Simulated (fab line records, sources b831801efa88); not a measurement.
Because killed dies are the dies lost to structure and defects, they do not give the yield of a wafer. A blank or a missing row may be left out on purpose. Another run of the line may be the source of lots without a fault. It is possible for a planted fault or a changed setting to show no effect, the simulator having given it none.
Comparing a struck lot with a sound one -- flow sfq-line -- 14 steps out of a route of 325
Sound: these wafers, L310.2, L310.5, L310.6. Struck: wafer L320.5 (L320.1, L320.3, from the same lot, were not struck and are left out); the cause is given at the end.
Per side, at each step with rows, come the tool, then ch with its chambers, and then its first start. Under that, the readings that differ: sound wafers -- struck wafers -- difference of the means -- sigmas: that difference in standard deviations of wafers without a fault.
alike: readings whose means differ by less than 2 such deviations, and words and numbers that are the same on both sides. not compared: withheld readings, readings that some wafer has no value for, bounds like >300 that may hide the same value, and numbers for which the record gives no deviation and whose values overlap.
The two part at a step that has a row with sigmas, a row that says differs or no value, or rows on one side only. Non-overlapping numbers with no deviation appear without sigmas and do not part them. Lack of a reading on every wafer of one side parts them only where that side has two or more wafers.

first, 7 steps without rows for these wafers: SFQ_TRILAYER_JJ_CE_STRIP_SOLV_CLEAN_121 (cleans in NMP, time 600 s); SFQ_TRILAYER_M5_LITHO_COAT_128 (resist thk 62 nm); SFQ_TRILAYER_M5_LITHO_COAT_123 (resist thk 600 nm); SFQ_TRILAYER_M5_LITHO_SOFTBAKE_127; SFQ_TRILAYER_M5_LITHO_EXPOSE_124 (exposes mask M5, target cd 700 nm); SFQ_TRILAYER_M5_LITHO_PEB_126 (peb time 60 s); SFQ_TRILAYER_M5_LITHO_DEVELOP_125 (time 60 s).
SFQ_M5_OVL_MEAS_932:
  sound: overlay-01 at day 49 11:25; struck: overlay-01 at day 61 18:01
  alike: M5_OVL
SFQ_TRILAYER_M5_BARC_OPEN_METAL_ETCH_161: etches BARC in O2, target depth 125 nm, time 41.7 s.
  sound on rie-metal-01 ch 0,1, day 49 11:26; struck on rie-metal-03 ch 0, day 61 18:02
  alike: drypump-motor-current-A, oes-product-au
  not compared: rf-hours-counter-h
SFQ_TRILAYER_M5_ETCH_METAL_ETCH_126: etches Nb in Cl2/BCl3, stops on SiO2, time 203.2 s, target depth 265 nm.
  sound on rie-metal-01 ch 0,1, day 49 11:30; struck on rie-metal-03 ch 0, day 61 18:06
  alike: drypump-motor-current-A, oes-product-au
  not compared: rf-hours-counter-h
SFQ_TRILAYER_M5_STRIP_STRIP_127: strips in O2.
  sound on rie-metal-01 ch 0,1, day 49 11:42; struck on rie-metal-03 ch 0, day 61 18:18
  alike: drypump-motor-current-A, oes-product-au, platen-temp-c
  not compared: rf-hours-counter-h
then, 1 step without rows for these wafers: SFQ_TRILAYER_M5_STRIP_SOLV_CLEAN_128 (cleans in NMP, time 600 s).
SFQ_TRILAYER_A5B_DEP_PECVD_129: deposits SiO2 from SiH4/N2O, time 133.33 s, target thk 600 nm.
  sound on pecvd-03 ch 0,1, day 49 12:28; struck on pecvd-03 ch 1, day 61 19:04
reading,sound,struck,difference,sigmas
run-length-s (s),161.1 161.1 161.5,168.5,+7.3,+16
model.SiO2_of_TRILAYER_A5B_DEP_PECVD_129.thk-nm (nm),590.6 598.6 608.3,637.6,+38.4,
  alike: heater-power-w, throttle-valve-pct
SFQ_TRILAYER_A5B_CMP_CMP_130: polishes, stops on Nb, target thk 340.7 nm.
  sound on cmp-01 ch 0,1,3, day 50 15:16; struck on cmp-02 ch 1, day 61 21:10
  alike: motor-current-A

== WHERE THEY PART ==
At SFQ_TRILAYER_A5B_DEP_PECVD_129 and nowhere else, as far as this record goes. Later steps at which nothing parts them and some readings are alike: SFQ_TRILAYER_A5B_CMP_CMP_130.

WHY: what the simulator had put in
pecvd-03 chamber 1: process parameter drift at SFQ_TRILAYER_A5B_DEP_PECVD_129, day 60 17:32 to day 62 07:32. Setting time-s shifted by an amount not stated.
